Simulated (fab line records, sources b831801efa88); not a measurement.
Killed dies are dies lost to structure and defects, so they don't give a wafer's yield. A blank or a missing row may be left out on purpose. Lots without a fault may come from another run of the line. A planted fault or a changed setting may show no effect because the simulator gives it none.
Chamber matching | flow sky130 | SKY_CONTACT_HDPCVD_02 on hdpcvd-01: 3 sister chambers
The step deposits SiO2, target thk 565 nm, time 94.2 s. 6 wafers are shown with their chamber, then 7 later ones without.

WAFERS WITH THEIR CHAMBER
wafer  | chamber | sih4_flow_sccm (sccm)
L992.1 | 1       | 59.93
L992.3 | 0       | 59.90
L993.2 | 1       | 60.19
L993.4 | 2       | 60.16
L994.2 | 2       | 59.77
L994.3 | 0       | 60.02

WAFERS WITHOUT THEIR CHAMBER
wafer  | sih4_flow_sccm (sccm)
L994.5 | 60.09
L997.2 | 59.81
L997.3 | 59.88
L997.6 | 60.08
L999.1 | 59.93
L999.4 | 60.16
L999.6 | 60.18

WHICH CHAMBER EACH WENT THROUGH
wafer  | from the rows above          | in truth
L994.5 | can't be placed: 1 or 2 or 0 | 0
L997.2 | can't be placed: 0 or 2 or 1 | 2
L997.3 | can't be placed: 0 or 2 or 1 | 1
L997.6 | can't be placed: 1 or 2 or 0 | 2
L999.1 | can't be placed: 0 or 2 or 1 | 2
L999.4 | can't be placed: 1 or 2 or 0 | 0
L999.6 | can't be placed: 1 or 2 or 0 | 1
Placed correctly: 0 of 7. Can't be placed from these rows: 7 (the true chamber is among the candidates in 7). Placed wrongly: 0.
How it was worked out, from the rows above alone: a wafer's distance from a chamber is the root of the sum, over the readings, of the square of ((its reading less the chamber's mean) divided by the reading's scatter). The wafer belongs to the nearest chamber; if the next one is less than 2 further off, it can't be placed. A chamber's mean is the mean of its shown wafers. The scatter: the root of (the sum of the squares of (reading less its chamber's mean) over the shown wafers, divided by (wafers less chambers)).
